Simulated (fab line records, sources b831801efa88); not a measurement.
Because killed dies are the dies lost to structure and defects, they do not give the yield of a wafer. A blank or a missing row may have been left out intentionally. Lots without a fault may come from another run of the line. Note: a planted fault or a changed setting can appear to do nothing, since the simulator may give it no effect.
fab line records	flow sky130
record lots=6	wafers=18	last_day=50
route steps=708 shown CONTACT@416 METAL1@434 PAD_OPEN@708
lots with no fault: from the same line, run without faults
start_h: the number of hours between the record's first day and the start of the first shown wafer of the lot	wait_h: hours since the lot's step before	" same as the row above	L1.1+2: a single row standing in for several wafers	- value missing, or start not given	* or withheld: withheld	< > ~ a bound
route shown NAME@n: NAME is a module with steps in the file, n the number in the route of the first one	usual: mean/standard deviation of fault-free wafers	same: alike in all rows	chamber/n: place in a boat	sites: per-site readings	_std_site: standard deviation across them	_edge_site: outer sites' mean less inner sites'	radius_mm: for every site, how far away it sits from the centre of the wafer	mask NAME#n: copy n	behind: the most recent tool/chamber to have shaped the wafer	hold: what put the lot on hold/how long, in hours/how the hold closed	device: whichever transistor did not switch (one of n, p or np)	end of line: the route-end tests of the same wafers	a step given without rows: its recipe and nothing more	killed: dies that structure and defects cost at the first sort, which is not the same as the wafer's yield	map: a wafer's dies, marking killed ones x, the rest . and places with no die _
set.NAME: the setting that was run; set.NAME@STEP: the one run at that earlier step	model.NAME: the simulator's own value behind a step, which no gauge read
certain route steps with their lots: each step a table, each wafer a row
services: when a tool's chamber went out of use (start_h, in hours from the record's first day, below 0 if earlier), for how many hours, and the reason
## steps
# step SKY_CONTACT_SOFTBAKE_10
# recipe temp_c=100	time_s=90	resist=KrF-thick
# step SKY_CONTACT_EXPOSE_11
# recipe mask_id=CTM1	na=0.8	source_shape=annular	sigma_inner=0.55	sigma_outer=0.85	target_cd_nm=170	dose_mj=38
# step SKY_CONTACT_PEB_12
# recipe peb_temp_c=withheld	peb_time_s=withheld	resist=KrF-thick
# step SKY_CONTACT_DEVELOP_13
# recipe develop_time_s=60	resist=KrF-thick	dev_temp_c=21
# step SKY_CONTACT_CD_MEAS_14
# recipe target_cd_nm=170
# usual cd_nm=170.1/1.3
lot.wafer	tool	chamber	start_h	wait_h	cd_nm
L173.1	cd_sem-01	-	738.18	-	170.0
L173.2	"	-	"	"	170.4
L173.4	"	-	"	"	171.3
L174.1	cd_sem-01	-	743.91	-	170.4
L174.3	"	-	"	"	172.6
L174.6	"	-	"	"	171.2
L178.2	cd_sem-02	-	777.33	-	170.4
L178.4	"	-	"	"	170.9
L178.6	"	-	"	"	172.3
L184.1	cd_sem-02	-	828.98	-	170.7
L184.3	"	-	"	"	170.5
L184.6	"	-	"	"	169.9
L191.2	cd_sem-01	-	881.54	-	170.0
L191.3	"	-	"	"	169.9
L191.5	"	-	"	"	171.2
L194.3	cd_sem-01	-	901.11	-	168.8
L194.4	"	-	"	"	169.9
L194.6	"	-	"	"	168.9
# step SKY_CONTACT_OVL_MEAS_15
# usual CONTACT_OVL=3/5.6
lot.wafer	tool	chamber	start_h	wait_h	CONTACT_OVL[nm]
L173.1	overlay-01	-	738.30	0.1	9
L173.2	"	-	"	"	11
L173.4	"	-	"	"	12
L174.1	overlay-02	-	744.03	0.1	0
L174.3	"	-	"	"	6
L174.6	"	-	"	"	-2
L178.2	overlay-01	-	777.44	0.1	2
L178.4	"	-	"	"	4
L178.6	"	-	"	"	14
L184.1	overlay-01	-	829.10	0.1	7
L184.3	"	-	"	"	2
L184.6	"	-	"	"	-1
L191.2	overlay-01	-	881.65	0.1	4
L191.3	"	-	"	"	16
L191.5	"	-	"	"	12
L194.3	overlay-02	-	901.20	0.1	7
L194.4	"	-	"	"	2
L194.6	"	-	"	"	4
# step SKY_CONTACT_ETCH_16
# recipe chemistry=N2/H2	target=BARC	ion_energy_ev=200	source_w=515.9	bias_w=100	pressure_mtorr=30	n2_flow_sccm=100	h2_flow_sccm=200	stop_on=SiO2	time_s=45.9	target_depth_a=600
# step SKY_CONTACT_ETCH_17
# recipe target=SiO2	chemistry=C4F8/O2/Ar	stop_on=Si3N4	mask_material=KrF-thick	source_w=1500	bias_w=1200	pressure_mtorr=40	c4f8_flow_sccm=withheld	O2_flow_sccm=6	Ar_flow_sccm=300	time_s=withheld	target_depth_a=3400
# step SKY_CONTACT_ETCH_18
# recipe target=Si3N4	chemistry=CHF3/O2	stop_on=TiN	source_w=600	bias_w=200	pressure_mtorr=40	chf3_flow_sccm=50	O2_flow_sccm=5	time_s=39	target_depth_a=750
# usual drypump_motor_current_A=5.7/0.39	oes_product_au=0.857/0.0078	throttle_valve_pct=8.794/0.0095
lot.wafer	tool	chamber	start_h	wait_h	drypump_motor_current_A	oes_product_au	rf_hours_counter_h	throttle_valve_pct
L173.1	rie_diel-03	1	-	-	5.9	0.849	10	8.784
L173.2	"	3	"	"	5.7	0.847	7	8.795
L173.4	"	0	"	"	6.1	0.860	9	8.792
L174.1	rie_diel-01	2	-	-	4.8	0.849	14	8.781
L174.3	"	0	"	"	6.2	0.850	21	8.804
L174.6	"	2	"	"	4.8	0.858	-	8.806
L178.2	rie_diel-01	1	-	-	6.2	0.853	22	8.796
L178.4	"	3	"	"	6.1	0.849	12	8.799
L178.6	"	0	"	"	6.2	0.862	-	8.800
L184.1	rie_diel-03	3	-	-	5.7	0.859	10	8.803
L184.3	"	0	"	"	6.1	0.843	12	8.800
L184.6	"	0	"	"	6.2	0.858	-	8.787
L191.2	rie_diel-01	1	-	-	6.2	0.864	25	8.799
L191.3	"	0	"	"	6.2	0.861	25	8.787
L191.5	"	1	"	"	6.2	0.878	-	8.781
L194.3	rie_diel-01	2	-	-	4.8	0.849	19	8.789
L194.4	"	3	"	"	6.2	0.862	15	8.785
L194.6	"	1	"	"	6.2	0.852	-	8.787
# step SKY_CONTACT_STRIP_19
# recipe chemistry=O2/N2	power_w=1400	pressure_mtorr=1500	platen_temp_c=withheld	o2_flow_sccm=3000	n2_flow_sccm=300	overash_fraction=0.5
# step SKY_CONTACT_STRIP_20
# recipe chemistry=post_etch_residue_remover	time_s=1200	temp_c=72.5
# step SKY_CONTACT_CLEAN_21
# recipe chemistry=IPA	time_s=180	temp_c=25
# step SKY_CONTACT_CLEAN_22
# recipe chemistry=O3/DIW	dry=n2_spin
lot.wafer	tool	chamber	start_h	wait_h
L173.1+2+4	wet_bench-02	3	739.37	0.0
L174.1+3+6	wet_bench-01	0	744.76	0.0
L178.2+4+6	wet_bench-01	1	778.10	0.0
L184.1+3+6	wet_bench-03	2	829.77	0.0
L191.2+3+5	wet_bench-01	1	882.35	0.0
L194.3+4+6	wet_bench-01	0	901.88	0.0
# step SKY_CONTACT_SPUTTER_23
# recipe material=TiN	target_thk_nm=20	chamber_pressure_pa=5	power_w=4000	time_s=80
# usual chamber_pressure_pa=4.999/0.01	throttle_valve_pct=30.5/0.78
lot.wafer	tool	chamber	start_h	wait_h	chamber_pressure_pa	throttle_valve_pct
L173.1	pvd_sputter-03	-	739.56	0.0	4.991	30.3
L173.2	"	-	"	"	5.009	30.9
L173.4	"	-	"	"	5.000	31.0
L174.1	pvd_sputter-02	-	744.85	0.0	5.021	31.6
L174.3	"	-	"	"	5.001	30.2
L174.6	"	-	"	"	5.011	30.6
L178.2	pvd_sputter-02	-	778.19	0.0	4.996	30.5
L178.4	"	-	"	"	5.000	29.8
L178.6	"	-	"	"	4.998	30.2
L184.1	pvd_sputter-01	-	829.86	0.0	5.005	30.7
L184.3	"	-	"	"	4.998	31.8
L184.6	"	-	"	"	5.007	28.8
L191.2	pvd_sputter-02	-	882.45	0.0	4.977	31.5
L191.3	"	-	"	"	5.002	30.5
L191.5	"	-	"	"	5.009	29.8
L194.3	pvd_sputter-03	-	901.98	0.0	5.004	30.8
L194.4	"	-	"	"	5.005	29.8
L194.6	"	-	"	"	5.011	30.2
# step SKY_CONTACT_CVD_24
# recipe material=W	target_thk_nm=340	time_s=102.12	temp_c=400	pressure_torr=40
# step SKY_CONTACT_RS_MEAS_25
# recipe thk_meas_gauge=four-point-probe	reads=W_of_CONTACT_CVD_24+TiN_of_CONTACT_SPUTTER_23
# usual CONTACT_W_RS=0.340/0.0033
lot.wafer	tool	chamber	start_h	wait_h	CONTACT_W_RS[ohm/sq]
L173.1	film_metro-01	-	739.73	0.1	0.339
L173.2	"	-	"	"	0.338
L173.4	"	-	"	"	0.340
L174.1	film_metro-02	-	745.02	0.1	0.344
L174.3	"	-	"	"	0.341
L174.6	"	-	"	"	0.343
L178.2	film_metro-01	-	778.39	0.1	0.338
L178.4	"	-	"	"	0.335
L178.6	"	-	"	"	0.338
L184.1	film_metro-03	-	830.03	0.1	0.338
L184.3	"	-	"	"	0.340
L184.6	"	-	"	"	0.341
L191.2	film_metro-01	-	882.64	0.1	0.339
L191.3	"	-	"	"	0.346
L191.5	"	-	"	"	0.341
L194.3	film_metro-03	-	902.19	0.1	0.335
L194.4	"	-	"	"	0.335
L194.6	"	-	"	"	0.337
# step SKY_CONTACT_THK_MEAS_26
# recipe thk_meas_gauge=xrf	reads=W_of_CONTACT_CVD_24
# usual CONTACT_W_THK=346/4.4
lot.wafer	tool	chamber	start_h	wait_h	CONTACT_W_THK[nm]
L173.1	film_metro-01	-	739.85	0.1	349
L173.2	"	-	"	"	347
L173.4	"	-	"	"	348
L174.1	film_metro-02	-	745.14	0.1	343
L174.3	"	-	"	"	348
L174.6	"	-	"	"	342
L178.2	film_metro-01	-	778.50	0.1	352
L178.4	"	-	"	"	354
L178.6	"	-	"	"	351
L184.1	film_metro-03	-	830.15	0.1	340
L184.3	"	-	"	"	338
L184.6	"	-	"	"	336
L191.2	film_metro-01	-	882.75	0.1	345
L191.3	"	-	"	"	339
L191.5	"	-	"	"	343
L194.3	film_metro-03	-	902.29	0.1	340
L194.4	"	-	"	"	341
L194.6	"	-	"	"	339
# step SKY_CONTACT_CMP_27
# recipe stop_on=SiO2	t_overpolish_s=15	down_force_psi=3.5	platen_rpm=60	target_thk_nm=0	pad_velocity_m_s=0.94248
# step SKY_METAL1_SPUTTER_00
# recipe material=Ti	target_thk_nm=15	power_w=3000	time_s=10	chamber_pressure_pa=0.4
# step SKY_METAL1_SPUTTER_01
# recipe material=TiN	target_thk_nm=20	power_w=6500	time_s=16.7	chamber_pressure_pa=0.4
# step SKY_METAL1_SPUTTER_02
# recipe material=AlCu	target_thk_nm=250	power_w=10600	time_s=13.3	chamber_pressure_pa=0.4
# usual chamber_pressure_pa=0.4000/0.00081	throttle_valve_pct=30.5/0.93
lot.wafer	tool	chamber	start_h	wait_h	chamber_pressure_pa	throttle_valve_pct
L173.1	pvd_sputter-04	-	740.26	0.0	0.4010	28.9
L173.2	"	-	"	"	0.4023	29.5
L173.4	"	-	"	"	0.4005	32.5
L174.1	pvd_sputter-03	-	745.55	0.0	0.4007	30.9
L174.3	"	-	"	"	0.4002	30.9
L174.6	"	-	"	"	0.3989	29.8
L178.2	pvd_sputter-03	-	778.89	0.0	0.3999	30.9
L178.4	"	-	"	"	0.4010	31.2
L178.6	"	-	"	"	0.4000	30.1
L184.1	pvd_sputter-04	-	830.56	0.0	0.3997	31.3
L184.3	"	-	"	"	0.3992	29.5
L184.6	"	-	"	"	0.3988	29.7
L191.2	pvd_sputter-03	-	883.15	0.0	0.4000	30.3
L191.3	"	-	"	"	0.3994	31.0
L191.5	"	-	"	"	0.3998	31.0
L194.3	pvd_sputter-02	-	902.68	0.0	0.3998	29.8
L194.4	"	-	"	"	0.4005	31.5
L194.6	"	-	"	"	0.3984	31.6
# step SKY_METAL1_SPUTTER_03
# recipe material=Ti	target_thk_nm=5	power_w=3000	time_s=3.3	chamber_pressure_pa=0.4
# step SKY_METAL1_SPUTTER_04
# recipe material=TiN	target_thk_nm=70	power_w=6500	time_s=58.3	chamber_pressure_pa=0.4
# step SKY_METAL1_RS_MEAS_05
# recipe thk_meas_gauge=four-point-probe	reads=TiN_of_METAL1_SPUTTER_04+Ti_of_METAL1_SPUTTER_03+AlCu_of_METAL1_SPUTTER_02+TiN_of_METAL1_SPUTTER_01+Ti_of_METAL1_SPUTTER_00
# usual METAL1_ALCU_RS=0.1264/0.0016
lot.wafer	tool	chamber	start_h	wait_h	METAL1_ALCU_RS[ohm/sq]
L173.1	film_metro-03	-	740.35	0.0	0.1274
L173.2	"	-	"	"	0.1271
L173.4	"	-	"	"	0.1279
L174.1	film_metro-02	-	745.64	0.0	0.1241
L174.3	"	-	"	"	0.1239
L174.6	"	-	"	"	0.1257
L178.2	film_metro-04	-	779.01	0.0	0.1260
L178.4	"	-	"	"	0.1243
L178.6	"	-	"	"	0.1264
L184.1	film_metro-04	-	830.65	0.0	0.1278
L184.3	"	-	"	"	0.1256
L184.6	"	-	"	"	0.1253
L191.2	film_metro-03	-	883.26	0.0	0.1260
L191.3	"	-	"	"	0.1264
L191.5	"	-	"	"	0.1257
L194.3	film_metro-04	-	902.81	0.1	0.1264
L194.4	"	-	"	"	0.1277
L194.6	"	-	"	"	0.1291
# step SKY_METAL1_THK_MEAS_06
# recipe thk_meas_gauge=xrf	reads=AlCu_of_METAL1_SPUTTER_02
# usual METAL1_ALCU_THK=247.0/2.8
lot.wafer	tool	chamber	start_h	wait_h	METAL1_ALCU_THK[nm]
L173.1	film_metro-03	-	740.47	0.1	243.5
L173.2	"	-	"	"	248.4
L173.4	"	-	"	"	244.8
L174.1	film_metro-02	-	745.76	0.1	250.3
L174.3	"	-	"	"	248.1
L174.6	"	-	"	"	245.7
L178.2	film_metro-04	-	779.12	0.1	248.2
L178.4	"	-	"	"	251.8
L178.6	"	-	"	"	248.4
L184.1	film_metro-04	-	830.77	0.1	244.4
L184.3	"	-	"	"	250.8
L184.6	"	-	"	"	248.9
L191.2	film_metro-03	-	883.37	0.1	248.3
L191.3	"	-	"	"	246.3
L191.5	"	-	"	"	248.5
L194.3	film_metro-04	-	902.91	0.1	248.8
L194.4	"	-	"	"	246.1
L194.6	"	-	"	"	242.7
# step SKY_METAL1_DEHYDRATE_07
# recipe temp_c=200	time_s=60
# step SKY_METAL1_HMDS_08
# recipe prime_time_s=60	prime_temp_c=120
# step SKY_METAL1_COAT_09
# recipe resist=BARC	temp_c=withheld	time_s=withheld	spin_rpm=3000	resist_thk_nm=60
# step SKY_METAL1_COAT_10
# recipe resist=KrF-thick	spin_rpm=3000	resist_thk_nm=450
# step SKY_METAL1_SOFTBAKE_11
# recipe temp_c=100	time_s=90	resist=KrF-thick
# step SKY_METAL1_EXPOSE_12
# recipe mask_id=MM1	na=0.8	source_shape=annular	sigma_inner=0.55	sigma_outer=0.85	target_cd_nm=140	dose_mj=28
# step SKY_METAL1_PEB_13
# recipe peb_temp_c=withheld	peb_time_s=withheld	resist=KrF-thick
# step SKY_METAL1_DEVELOP_14
# recipe develop_time_s=60	resist=KrF-thick	dev_temp_c=21
# step SKY_METAL1_CD_MEAS_15
# recipe target_cd_nm=140
# usual cd_nm=139.5/1.5
lot.wafer	tool	chamber	start_h	wait_h	cd_nm
L173.1	cd_sem-01	-	767.18	-	138.0
L173.2	"	-	"	"	138.8
L173.4	"	-	"	"	137.7
L174.1	cd_sem-01	-	771.90	-	137.7
L174.3	"	-	"	"	137.4
L174.6	"	-	"	"	137.2
L178.2	cd_sem-01	-	805.42	-	138.3
L178.4	"	-	"	"	139.2
L178.6	"	-	"	"	139.8
L184.1	cd_sem-02	-	857.13	-	138.3
L184.3	"	-	"	"	139.5
L184.6	"	-	"	"	136.6
L191.2	cd_sem-01	-	908.17	-	138.1
L191.3	"	-	"	"	138.7
L191.5	"	-	"	"	140.2
L194.3	cd_sem-02	-	927.77	-	140.0
L194.4	"	-	"	"	140.0
L194.6	"	-	"	"	140.0
# step SKY_METAL1_OVL_MEAS_16
# usual METAL1_OVL=-5/5.1
lot.wafer	tool	chamber	start_h	wait_h	METAL1_OVL[nm]
L173.1	overlay-02	-	767.30	0.1	1
L173.2	"	-	"	"	10
L173.4	"	-	"	"	-1
L174.1	overlay-01	-	772.02	0.1	-10
L174.3	"	-	"	"	-6
L174.6	"	-	"	"	-8
L178.2	overlay-01	-	805.53	0.1	-3
L178.4	"	-	"	"	-4
L178.6	"	-	"	"	-2
L184.1	overlay-02	-	857.25	0.1	-2
L184.3	"	-	"	"	-1
L184.6	"	-	"	"	3
L191.2	overlay-01	-	908.28	0.1	6
L191.3	"	-	"	"	1
L191.5	"	-	"	"	2
L194.3	overlay-02	-	927.86	0.1	-9
L194.4	"	-	"	"	-4
L194.6	"	-	"	"	-10
# step SKY_METAL1_DESCUM_17
# recipe chemistry=O2	source_power_w=150	bias_power_w=0	pressure_mtorr=10	temp_c=40	time_s=8
# step SKY_METAL1_ETCH_18
# recipe chemistry=N2/H2	target=BARC	ion_energy_ev=200	bias_w=100	pressure_mtorr=30	n2_flow_sccm=100	h2_flow_sccm=200	icp_w=500	stop_on=SiO2	time_s=45.9	target_depth_a=600
# usual drypump_motor_current_A=5.9/0.4	oes_product_au=0.855/0.005	throttle_valve_pct=13.225/0.0082
lot.wafer	tool	chamber	start_h	wait_h	drypump_motor_current_A	oes_product_au	rf_hours_counter_h	throttle_valve_pct
L173.1	rie_metal-02	0	767.37	0.0	5.5	0.849	14	13.224
L173.2	"	1	"	"	5.8	0.860	5	13.217
L173.4	"	1	"	"	5.8	0.856	-	13.241
L174.1	rie_metal-02	1	772.09	0.0	5.8	0.857	5	13.217
L174.3	"	1	"	"	5.8	0.854	-	13.230
L174.6	"	0	"	"	5.5	0.859	-	13.217
L178.2	rie_metal-04	1	805.59	0.0	6.4	0.856	15	13.226
L178.4	"	0	"	"	5.5	0.864	-	13.226
L178.6	"	0	"	"	5.5	0.865	-	13.219
L184.1	rie_metal-04	0	857.35	0.1	5.5	0.851	4	13.221
L184.3	"	0	"	"	5.5	0.857	-	13.221
L184.6	"	0	"	"	5.5	0.857	-	13.226
L191.2	rie_metal-03	0	908.34	0.0	6.4	0.852	15	13.221
L191.3	"	0	"	"	6.4	0.847	-	13.208
L191.5	"	1	"	"	5.8	0.860	-	13.238
L194.3	rie_metal-02	1	927.94	0.0	5.9	0.849	-	13.224
L194.4	"	0	"	"	5.4	0.855	-	13.214
L194.6	"	1	"	"	5.8	0.848	-	13.211
# step SKY_METAL1_METAL_ETCH_19
# recipe target_depth_a=3600	stop_on=SiO2	over_etch_frac=0.3	time_s=78	chemistry=Cl2/BCl3	resist_sidewall_deg=88	pressure_mtorr=10	icp_w=900	bias_w=48.5	Cl2_flow_sccm=60	bcl3_flow_sccm=30
# step SKY_METAL1_STRIP_20
# recipe chemistry=O2/N2	power_w=1400	pressure_mtorr=1500	platen_temp_c=withheld	o2_flow_sccm=3000	n2_flow_sccm=300	overash_fraction=0.4739
# usual drypump_motor_current_A=5.6/0.32	oes_product_au=0.344/0.0051	strip_time_to_endpoint_s=2.71/0.042
lot.wafer	tool	chamber	start_h	wait_h	drypump_motor_current_A	oes_product_au	rf_hours_counter_h	strip_time_to_endpoint_s
L173.1	plasma_asher-03	1	767.52	0.1	5.2	0.348	60	2.62
L173.2	"	0	"	"	5.9	0.349	60	2.64
L173.4	"	1	"	"	5.2	0.341	-	2.67
L174.1	plasma_asher-03	0	772.24	0.1	5.9	0.351	61	2.63
L174.3	"	0	"	"	5.9	0.351	-	2.67
L174.6	"	0	"	"	5.9	0.348	-	2.67
L178.2	plasma_asher-04	1	805.74	0.1	6.2	0.340	6	2.68
L178.4	"	0	"	"	5.7	0.339	-	2.70
L178.6	"	0	"	"	5.7	0.334	-	2.71
L184.1	plasma_asher-02	0	857.66	0.1	5.3	0.343	40	2.70
L184.3	"	0	"	"	5.3	0.341	-	2.66
L184.6	"	1	"	"	5.4	0.341	-	2.67
L191.2	plasma_asher-04	0	908.49	0.1	5.7	0.341	16	2.67
L191.3	"	1	"	"	6.1	0.339	-	2.74
L191.5	"	1	"	"	6.1	0.344	-	2.72
L194.3	plasma_asher-03	0	928.11	0.1	5.9	0.340	-	2.65
L194.4	"	1	"	"	5.3	0.350	-	2.70
L194.6	"	1	"	"	5.3	0.343	-	2.66
# step SKY_METAL1_STRIP_21
# recipe chemistry=post_etch_residue_remover	time_s=1200	temp_c=72.5
# step SKY_METAL1_CLEAN_22
# recipe chemistry=IPA	time_s=180	temp_c=25
# step SKY_METAL1_CLEAN_23
# recipe chemistry=O3/DIW	dry=n2_spin
# step SKY_PAD_OPEN_PROBE_99
# usual killed_at_M0_to_M3=43/6.3	killed_at_M4_up=3.1/1.9	killed_at_contacts=24/5.1	killed_at_front_end=14/4.3	killed_at_other=0.3/0.53	killed_dies=85/8.8	killed_open=46/7.1	killed_short=38/5.9
# same gross_dies=492	killed_at_back_side=0
lot.wafer	tool	chamber	start_h	wait_h	killed_at_M0_to_M3	killed_at_M4_up	killed_at_contacts	killed_at_front_end	killed_at_other	killed_dies	killed_open	killed_short
L184.1	prober-01	-	1145.45	0.1	38	4	27	13	0	82	51	31
L184.3	prober-01	-	1145.55	0.2	46	2	23	10	0	81	40	41
L184.6	prober-01	-	1145.70	0.2	54	3	29	9	0	95	50	45
L191.2	prober-02	-	1180.84	0.1	39	0	68	16	0	123	36	42
L191.3	prober-02	-	1180.89	0.2	29	3	65	17	0	114	34	34
L191.5	prober-02	-	1180.99	0.2	44	2	70	15	0	131	50	34
L194.3	prober-02	-	1193.03	0.2	40	2	77	15	0	134	48	28
L194.4	prober-02	-	1193.08	0.2	50	4	71	15	1	141	41	40
L194.6	prober-02	-	1193.18	0.2	38	3	76	18	3	138	44	35
# killed by level:class
L184.1 CONTACT:geometric_particle:open=11 VIA2:geometric_particle:open=9 VIA1:geometric_particle:open=8 LI_CONTACT:geometric_particle:open=5 CONTACT:geometric_particle:short=5 POLY_GATE:geometric_particle:short=4 LOCAL_INTERCONNECT:geometric_particle:open=4 METAL1:geometric_particle:short=4
L184.3 VIA1:geometric_particle:open=13 VIA1:geometric_particle:short=8 LI_CONTACT:geometric_particle:open=6 LOCAL_INTERCONNECT:geometric_particle:short=6 CONTACT:geometric_particle:short=5 METAL1:geometric_particle:short=5 VIA2:geometric_particle:open=5 CONTACT:geometric_particle:open=4
L184.6 VIA1:geometric_particle:open=12 LI_CONTACT:geometric_particle:open=10 CONTACT:geometric_particle:open=10 METAL2:geometric_particle:short=8 METAL1:geometric_particle:short=7 VIA1:geometric_particle:short=6 VIA2:geometric_particle:open=6 CONTACT:geometric_particle:short=5
L191.2 CONTACT:unspecified=45 CONTACT:geometric_particle:open=10 METAL1:geometric_particle:short=10 FIELD_ISO:geometric_particle:short=8 LOCAL_INTERCONNECT:geometric_particle:short=6 VIA2:geometric_particle:open=6 VIA1:geometric_particle:open=5 VIA2:geometric_particle:short=5
L191.3 CONTACT:unspecified=46 CONTACT:geometric_particle:short=8 CONTACT:geometric_particle:open=7 FIELD_ISO:geometric_particle:open=6 VIA1:geometric_particle:open=6 VIA3:geometric_particle:open=5 FIELD_ISO:geometric_particle:short=4 METAL1:geometric_particle:short=4
L191.5 CONTACT:unspecified=47 VIA1:geometric_particle:open=11 CONTACT:geometric_particle:open=9 VIA2:geometric_particle:open=8 VIA2:geometric_particle:short=6 VIA3:geometric_particle:open=6 FIELD_ISO:geometric_particle:open=4 LI_CONTACT:geometric_particle:short=4
L194.3 CONTACT:unspecified=58 VIA1:geometric_particle:open=13 CONTACT:geometric_particle:open=6 LI_CONTACT:geometric_particle:open=6 VIA1:geometric_particle:short=6 VIA3:geometric_particle:open=6 POLY_GATE:geometric_particle:open=5 VIA2:geometric_particle:open=5
L194.4 CONTACT:unspecified=58 VIA1:geometric_particle:open=10 METAL1:geometric_particle:short=10 VIA2:geometric_particle:open=8 POLY_GATE:geometric_particle:open=5 CONTACT:geometric_particle:short=4 VIA3:geometric_particle:open=4 CONTACT:geometric_particle:open=4
L194.6 CONTACT:unspecified=59 VIA1:geometric_particle:open=16 FIELD_ISO:geometric_particle:short=8 CONTACT:geometric_particle:open=5 POLY_GATE:geometric_particle:open=4 VIA2:geometric_particle:open=4 METAL2:geometric_particle:short=4 LI_CONTACT:geometric_particle:open=3
# map L191.5 (x killed, . not)
__________.........._________
________x....x....xx.._______
______................x._____
_____xxxx.....x....xx....____
____xxxxxxx.....xx.......x___
___xxxxxxxx...x.....x.....x__
__xxxxxxxx......x......x...._
_xxxxxxxxxx...x.xxx..x...xx..
_xxxxxxxxx................x..
_xx.xx.xx..xx................
_..x.x....x.........xx.......
_.x.........x....xx..........
_.....x...........x..x...x...
_...x.x..x.....x.....x.......
_.xxx....x.x...x.x...........
__......x.....x.........x..._
___.x...x.....xx.......xx.x__
____x...x........x.....xx.___
_____..x....x....xx.x....____
______....xx........x..._____
________....x........x_______
__________x.......xx_________
# map L194.4 (x killed, . not)
__________....x..x.._________
________..x.xxx......._______
______.......x.........._____
_____.x.x......x.........____
____.....x...xx......x..x.___
___...xxxxx..x.xx.....x....__
__x.x.xxxxxx...x........x..x_
_..x.xxxxxxxx.x..x..x...xx...
_...xxxxxxxxx.x.x..x.........
_...xxxxxxxxx......x.....x...
_...xxxxxxxxxxxxx...........x
_.....xxxx.x......x.x...xx.x.
_...xx.xx.xxx....xx..xx......
_xx.x....x...x..x......x.....
_..x........x.....x..........
__x.........x.xxx...xx......_
___.............x........x.__
____...............x.x....___
_____.xx............x.x..____
______.x...............x_____
________x.xx..x.x....._______
__________....x....x_________
## services
tool	chamber	start_h	hours	kind
rie_metal-04	1	717.63	8.1	repair
wet_bench-03	-	720.32	4.4	pm
pvd_sputter-02	-	725.95	1.3	repair
wet_bench-01	-	730.21	3.1	repair
plasma_asher-03	-	730.35	4.8	repair
plasma_asher-04	-	733.75	9.0	pm
rie_metal-04	0	739.93	6.8	repair
pvd_sputter-04	-	745.36	0.6	repair
pvd_sputter-04	-	750.07	2.2	repair
rie_diel-03	0	792.33	14.0	repair
rie_diel-01	3	795.34	8.8	repair
plasma_asher-04	-	796.34	5.1	repair
pvd_sputter-03	-	802.00	1.0	repair
pvd_sputter-04	-	817.12	1.9	repair
rie_metal-02	-	818.02	0.3	repair
rie_metal-04	1	837.16	9.7	repair
rie_diel-03	1	862.36	25.6	repair
plasma_asher-03	-	877.48	1.0	repair
rie_diel-03	-	881.04	0.2	repair
pvd_sputter-03	-	891.88	2.8	repair
plasma_asher-03	-	907.12	14.6	pm
rie_diel-03	3	907.79	4.5	repair
plasma_asher-03	-	922.11	4.3	repair
rie_diel-03	0	923.08	4.2	repair
## key
first_sign step=SKY_PAD_OPEN_PROBE_99	reading=killed_at_contacts	direction=up	sigmas=9.2	usual=24	struck=71
effect step=SKY_PAD_OPEN_PROBE_99	reading=killed_dies	direction=up	sigmas=5.1	usual=85	struck=130
met_at SKY_CONTACT_CLEAN_22
struck_wafers L191.2,L191.3,L191.5,L194.3,L194.4,L194.6
tester_left_out L191,L194
onset_between 778.10 882.35
also_fits time
fault kind=chamber_particle_source	tool=wet_bench-01	chamber=-	onset_h=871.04	steps=SKY_CONTACT_CLEAN_22	rate_per_visit_cm2=1.2137	end_h=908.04
# tester_left_out: of these lots the tester's yield and bins aren't shown, on N5 and GAA mostly nor the transistor test; their killed dies are dies lost to structure and defects alone, not to doping, threshold or leakage, so they don't give the yield
